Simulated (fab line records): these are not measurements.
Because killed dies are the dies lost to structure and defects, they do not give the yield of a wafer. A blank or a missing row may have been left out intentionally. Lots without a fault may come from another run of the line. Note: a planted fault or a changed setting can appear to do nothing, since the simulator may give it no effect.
The tool behind it: which one?	flow gf180mcu	Sampling: 12 lots, 36 wafers, 4 of 602 route steps

## WHAT THE GAUGES SHOWED, per wafer
GF_M1_CD_MEAS_14 targets a cd of 230 nm.
lot	measured	on	cd nm (nm)
L491	day 17 01:43	cd sem-01	229.3 228.7 229.7
L492	day 17 07:19	cd sem-02	230.9 230.7 229.9
L493	day 17 18:02	cd sem-01	230.2 230.0 230.5
L495	day 18 14:38	cd sem-02	231.3 230.4 231.1
L497	day 19 09:50	cd sem-02	230.6 231.1 231.2
L498	day 19 23:02	cd sem-01	229.6 231.3 229.9
L499	day 20 06:21	cd sem-02	228.7 227.7 228.0
L501	day 21 03:23	cd sem-02	230.3 229.6 229.5
L506	day 22 16:25	cd sem-01	220.7 218.3 219.9
L508	day 23 09:48	cd sem-02	222.1 219.9 222.0
L510	day 24 00:12	cd sem-01	229.9 230.0 229.5
L514	day 25 04:44	cd sem-02	229.6 229.6 229.0

GF_M1_OVL_MEAS_15.
lot	measured	on	M1_OVL (nm)
L491	day 17 01:50	overlay-01	-4 -1 1
L492	day 17 07:26	overlay-01	-1 0 -1
L493	day 17 18:08	overlay-01	7 7 -4
L495	day 18 14:44	overlay-01	-4 0 -6
L497	day 19 09:56	overlay-01	4 -10 -4
L498	day 19 23:09	overlay-02	0 -4 0
L499	day 20 06:26	overlay-01	-11 -3 -1
L501	day 21 03:29	overlay-01	2 3 5
L506	day 22 16:31	overlay-02	3 4 0
L508	day 23 09:53	overlay-01	4 0 -2
L510	day 24 00:17	overlay-02	1 1 3
L514	day 25 04:50	overlay-02	-1 -3 -6

## EACH LOT AND THE TOOL THAT RAN IT (in order: tool; ch and the chambers of the sampled wafers; start)
lot	GF_M1_SPUTTER_02	GF_M1_EXPOSE_11
L491	pvd sputter-03, day 16 03:18	krf scanner-01 ch 0, day 16 14:34
L492	pvd sputter-01, day 16 08:30	krf scanner-01 ch 0, day 16 20:16
L493	pvd sputter-01, day 16 19:06	krf scanner-01 ch 0, day 17 06:25
L495	pvd sputter-03, day 17 15:02	krf scanner-01 ch 0, day 18 02:53
L497	pvd sputter-03, day 18 08:50	krf scanner-02 ch 0, day 18 21:18
L498	pvd sputter-01, day 18 23:11	krf scanner-02 ch 0, day 19 11:26
L499	pvd sputter-04, day 19 06:11	krf scanner-01 ch 0, day 19 18:31
L501	pvd sputter-04, day 20 03:26	krf scanner-02 ch 0, day 20 15:35
L506	pvd sputter-01, day 21 17:19	krf scanner-01 ch 0, day 22 05:14
L508	pvd sputter-01, day 22 10:11	krf scanner-01 ch 0, day 22 22:07
L510	pvd sputter-01, day 23 02:11	krf scanner-02 ch 0, day 23 13:27
L514	pvd sputter-03, day 24 06:48	krf scanner-02 ch 0, day 24 18:04
- GF_M1_SPUTTER_02: material AlCu, target thk 450 nm, time 23.9 s.
- GF_M1_EXPOSE_11: exposes mask Metal1, target cd 230 nm.

## WHAT THE TOOLS THEMSELVES READ (means of the sampled wafers that have a number; where no wafer has one, the mark that the record gives instead)
GF_M1_SPUTTER_02.
lot	tool	throttle valve pct (%)
L491	pvd sputter-03	30.0
L492	pvd sputter-01	29.6
L493	pvd sputter-01	29.4
L495	pvd sputter-03	30.0
L497	pvd sputter-03	30.3
L498	pvd sputter-01	29.0
L499	pvd sputter-04	29.9
L501	pvd sputter-04	29.4
L506	pvd sputter-01	29.7
L508	pvd sputter-01	29.5
L510	pvd sputter-01	29.6
L514	pvd sputter-03	30.3

GF_M1_EXPOSE_11.
lot	tool	exposure dose mJ cm2
L491	krf scanner-01	27.94
L492	krf scanner-01	27.93
L493	krf scanner-01	27.92
L495	krf scanner-01	27.96
L497	krf scanner-02	27.97
L498	krf scanner-02	27.97
L499	krf scanner-01	27.97
L501	krf scanner-02	28.00
L506	krf scanner-01	30.03
L508	krf scanner-01	29.63
L510	krf scanner-02	27.99
L514	krf scanner-02	27.99

## THE ANSWER, worked out from the rows above alone
Rule: usual is defined by the lots themselves. Put in order of their means at a reading, lots are off if they are a third of the lots or fewer, leave a main group of 4 or more, and stand apart from it by a gap of 3 or more times the standard deviation of the main group's means; of several such gaps the widest counts. Not used: any main group whose means are identical at the precision the tables above print for the reading. Also off: a lot with no number at a reading for which 4 or more lots have one. Where the step has rows for the other lots, those lots are counted as sound. Order of review: gauges by route order, followed by the tools' own readings, for which a lot's mean as printed above is used. The first step at which some lot is off is used, and at that step the reading that is off furthest; a lot without a number counts as furthest.
Off: L506, L508 (GF_M1_CD_MEAS_14, cd nm). The main group has a mean of 229.9 nm with a standard deviation of 0.81.
A tool fits if, at a process step before that reading, it ran every lot that is off, and no sound lot after the first of them. Not tried: the gauges at GF_M1_CD_MEAS_14; whatever is off there is also off at GF_M1_EXPOSE_11, on other tools, and gauge error can't account for it. One fits: GF_M1_EXPOSE_11 on krf scanner-01. A fault onset in the window from L499 (day 19 18:31, its last sound lot) to L506 (day 22 05:14, its first lot off) fits.
On the lots that are off, the tool's own readings at GF_M1_EXPOSE_11 differ by more than 5 times the standard deviation of the sound lots' means, which bears it out; exposure dose mJ cm2 reads 29.83 there versus 27.96 on the sound lots.

## WHAT HAD BEEN PUT IN BY THE SIMULATOR
Drift in process parameters on krf scanner-01 at GF_M1_EXPOSE_11, starting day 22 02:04. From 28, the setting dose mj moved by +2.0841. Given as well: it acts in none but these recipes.
Shown lots that were struck: L506, L508. The same result came from the rule above.
